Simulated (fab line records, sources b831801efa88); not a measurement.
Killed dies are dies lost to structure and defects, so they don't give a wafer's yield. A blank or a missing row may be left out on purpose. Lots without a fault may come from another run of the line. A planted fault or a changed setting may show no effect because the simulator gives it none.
Which tool did it? | flow sky130 | 6 lots, 18 wafers sampled, at 3 steps of a route of 708

WHAT THE GAUGES READ, wafer by wafer
SKY_LDD_LDN_TW_MEAS_13.
lot  | measured     | on            | LDD_LDN_TW
L802 | day 24 13:12 | film_metro-01 | 1479 1482 1474
L806 | day 25 10:07 | film_metro-01 | 1476 1482 1470
L810 | day 26 10:23 | film_metro-01 | 1473 1475 1477
L812 | day 26 22:35 | film_metro-02 | 1560 1567 1558
L815 | day 28 06:16 | film_metro-01 | 1480 1482 1486
L823 | day 30 11:26 | film_metro-03 | 1497 1500 1495

WHICH TOOL RAN EACH LOT (tool, then ch and the chambers of the sampled wafers, then the start)
lot  | SKY_LDD_LDN_IMPLANT_11          | SKY_LDD_LDN_STRIP_12
L802 | implanter-02 ch 0, day 24 12:57 | plasma_asher-04 ch 0,1, day 24 13:06
L806 | implanter-02 ch 0, day 25 09:52 | plasma_asher-03 ch 0,1, day 25 10:00
L810 | implanter-03 ch 0, day 26 10:08 | plasma_asher-01 ch 0,1, day 26 10:17
L812 | implanter-03 ch 0, day 26 22:02 | plasma_asher-04 ch 0,1, day 26 22:29
L815 | implanter-03 ch 0, day 28 06:01 | plasma_asher-03 ch 0,1, day 28 06:09
L823 | implanter-04 ch 0, day 30 11:13 | plasma_asher-03 ch 1, day 30 11:20
- SKY_LDD_LDN_IMPLANT_11
- SKY_LDD_LDN_STRIP_12: strips in O2/N2.

THE ANSWER, worked out from the rows above alone
Rule: what is usual is taken from the lots themselves. Put in order of their means at a reading, lots are off if they are a third of the lots or fewer, leave a main group of 4 or more, and stand apart from it by a gap of 3 or more times the standard deviation of the main group's means; of several such gaps the widest counts. A main group whose means are all the same, to the digits that the tables above print for the reading, isn't used. A lot without any number at a reading at which 4 lots or more have one is off too. The other lots that the step has rows for count as sound.
Off: L812, at SKY_LDD_LDN_TW_MEAS_13 (LDD_LDN_TW). The main group: mean 1482, standard deviation 8.2.
A tool fits if, at a process step before that reading, it ran every lot that is off, and no sound lot after the first of them. The gauges at SKY_LDD_LDN_TW_MEAS_13 are tried like those tools. Can't be told from this: 2 tools fit, plasma_asher-04 at SKY_LDD_LDN_STRIP_12, film_metro-02 at SKY_LDD_LDN_TW_MEAS_13.

WHAT THE SIMULATOR HAD PUT IN
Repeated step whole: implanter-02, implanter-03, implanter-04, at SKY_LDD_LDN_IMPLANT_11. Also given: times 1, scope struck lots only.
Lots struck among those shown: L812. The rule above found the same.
